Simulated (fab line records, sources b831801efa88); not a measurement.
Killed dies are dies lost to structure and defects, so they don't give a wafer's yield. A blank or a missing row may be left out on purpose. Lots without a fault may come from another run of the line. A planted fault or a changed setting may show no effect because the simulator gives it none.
A struck lot beside a sound one | flow sky130 | 43 steps out of a route of 708
Sound: wafers L806.1, L806.3, L806.6. Struck: wafers L820.1, L820.5, L820.6. The cause comes at the end.
At each step with rows: each side's tool, then ch and its chambers, then its first start. Under that, the readings that differ: sound wafers | struck wafers | difference of the means | sigmas: that difference in standard deviations of wafers without a fault.
alike: readings whose means differ by less than 2 such deviations, and words and numbers that are the same on both sides. not compared: withheld readings, readings that some wafer has no value for, bounds like >300 that may hide the same value, and numbers for which the record gives no deviation and whose values overlap.
The two part at a step that has a row with sigmas, a row that says differs or no value, or rows on one side only. Numbers that don't overlap but have no deviation are shown without sigmas and don't part them. A reading that every wafer of one side lacks parts them only if that side has two wafers or more.

first, 8 steps without rows for these wafers: SKY_POLY_CUT_DEHYDRATE_00 (time 60 s); SKY_POLY_CUT_HMDS_01 (prime time 60 s); SKY_POLY_CUT_COAT_02 (resist thk 60 nm); SKY_POLY_CUT_COAT_03 (resist thk 450 nm); SKY_POLY_CUT_SOFTBAKE_04 (time 90 s); SKY_POLY_CUT_EXPOSE_05 (exposes mask NPCM, target cd 270 nm); SKY_POLY_CUT_PEB_06; SKY_POLY_CUT_DEVELOP_07 (develop time 60 s).
SKY_POLY_CUT_CD_MEAS_08: target cd 270 nm.
  sound on cd_sem-02, day 24 23:05; struck on cd_sem-02, day 29 20:08
  alike: cd_nm
SKY_POLY_CUT_OVL_MEAS_09:
  sound on overlay-02, day 24 23:12; struck on overlay-01, day 29 20:15
  alike: POLY_CUT_OVL
SKY_POLY_CUT_ETCH_10: etches BARC in N2/H2, stops on SiO2, time 45.9 s, target depth 60 nm.
  sound on rie_diel-01 ch 0,2,3, day 24 23:14; struck on rie_diel-03 ch 0,1,2, day 29 20:17
  alike: drypump_motor_current_A, oes_product_au, throttle_valve_pct
  not compared: rf_hours_counter_h
SKY_POLY_CUT_ETCH_11: etches Si3N4 in CF4/CH2F2/Ar, stops on poly-Si, time 42.5 s, target depth 60 nm.
  sound on rie_diel-01 ch 0,2,3, day 24 23:17; struck on rie_diel-03 ch 0,1,2, day 29 20:20
  alike: drypump_motor_current_A, mfc_ar_sccm, oes_product_au, throttle_valve_pct
  not compared: rf_hours_counter_h
SKY_POLY_CUT_STRIP_12: strips in O2/N2.
  sound on plasma_asher-02 ch 0,1, day 24 23:19; struck on plasma_asher-02 ch 0,1, day 29 20:22
  alike: drypump_motor_current_A, oes_product_au, strip_time_to_endpoint_s
  not compared: rf_hours_counter_h
then, 7 steps without rows for these wafers: SKY_SD_P_DEHYDRATE_00 (time 60 s); SKY_SD_P_HMDS_01 (prime time 60 s); SKY_SD_P_COAT_02 (resist thk 1140 nm); SKY_SD_P_SOFTBAKE_03 (time 60 s); SKY_SD_P_EXPOSE_04 (exposes mask PSDM, target cd 380 nm); SKY_SD_P_PEB_05; SKY_SD_P_DEVELOP_06 (develop time 60 s).
SKY_SD_P_CD_MEAS_07: target cd 380 nm.
  sound on cd_sem-01, day 26 04:44; struck on cd_sem-01, day 30 23:47
  alike: cd_nm
SKY_SD_P_OVL_MEAS_08:
  sound on overlay-02, day 26 04:52; struck on overlay-01, day 30 23:55
  alike: SD_P_OVL
then, 1 step without rows for these wafers: SKY_SD_P_IMPLANT_09.
SKY_SD_P_STRIP_10: strips in O2/N2.
  sound on plasma_asher-01 ch 0, day 26 05:03; struck on plasma_asher-03 ch 0,1, day 31 00:06
  alike: drypump_motor_current_A, oes_product_au, strip_time_to_endpoint_s
  not compared: rf_hours_counter_h
SKY_SD_P_TW_MEAS_11:
  sound on film_metro-01, day 26 05:09; struck on film_metro-03, day 31 00:12
  reading | sound          | struck         | difference | sigmas
  SD_P_TW | 2899 2895 2883 | 2779 2764 2771 | -121       | -3
then, 3 steps without rows for these wafers: SKY_RES_XHIGH_DEHYDRATE_00 (time 60 s); SKY_RES_XHIGH_HMDS_01 (prime time 60 s); SKY_RES_XHIGH_COAT_02 (resist thk 1140 nm).
SKY_RES_XHIGH_SOFTBAKE_03: time 61.26 s.
  sound on litho_track-03 ch 0, day 26 19:29; struck on litho_track-01 ch 0, day 31 13:32
  alike: plate_sensor_t_centre_C, plate_sensor_t_edge_C
then, 4 steps without rows for these wafers: SKY_RES_XHIGH_EXPOSE_04 (exposes mask URPM, target cd 1270 nm); SKY_RES_XHIGH_PEB_05; SKY_RES_XHIGH_DEVELOP_06 (develop time 60 s); SKY_RES_XHIGH_IMPLANT_07.
SKY_RES_XHIGH_STRIP_08: strips in O2/N2.
  sound on plasma_asher-01 ch 0,1, day 27 10:32; struck on plasma_asher-02 ch 0,1, day 32 03:56
  alike: drypump_motor_current_A, oes_product_au, strip_time_to_endpoint_s
  not compared: rf_hours_counter_h
SKY_RES_XHIGH_TW_MEAS_09:
  sound on film_metro-04, day 27 10:38; struck on film_metro-04, day 32 04:02
  alike: RES_XHIGH_TW
then, 7 steps without rows for these wafers: SKY_SD_N_DEHYDRATE_00 (time 60 s); SKY_SD_N_HMDS_01 (prime time 60 s); SKY_SD_N_COAT_02 (resist thk 1140 nm); SKY_SD_N_SOFTBAKE_03 (time 60 s); SKY_SD_N_EXPOSE_04 (exposes mask NSDM, target cd 380 nm); SKY_SD_N_PEB_05; SKY_SD_N_DEVELOP_06 (develop time 60 s).
-- the record jumps here: 17 days lie between the struck wafers' starts before and after (it left off in module SD_N and takes up again in module PAD_OPEN, whose first step shown is number 708 of the route) --
SKY_PAD_OPEN_PROBE_99:
  sound on prober-01, day 46 07:58; struck on prober-01, day 49 13:18
  reading             | sound    | struck      | difference | sigmas
  killed_at_front_end | 14 19 13 | 92 74 79    | +66        | +18
  killed_dies         | 83 85 66 | 162 144 147 | +73        | +8
  alike: killed_at_M0_to_M3, killed_at_M4_up, killed_at_contacts, killed_at_other, killed_open, killed_short

WHERE THEY PART
First at SKY_SD_P_TW_MEAS_11; last, within this record, at SKY_PAD_OPEN_PROBE_99.

WHY: what the simulator had put in
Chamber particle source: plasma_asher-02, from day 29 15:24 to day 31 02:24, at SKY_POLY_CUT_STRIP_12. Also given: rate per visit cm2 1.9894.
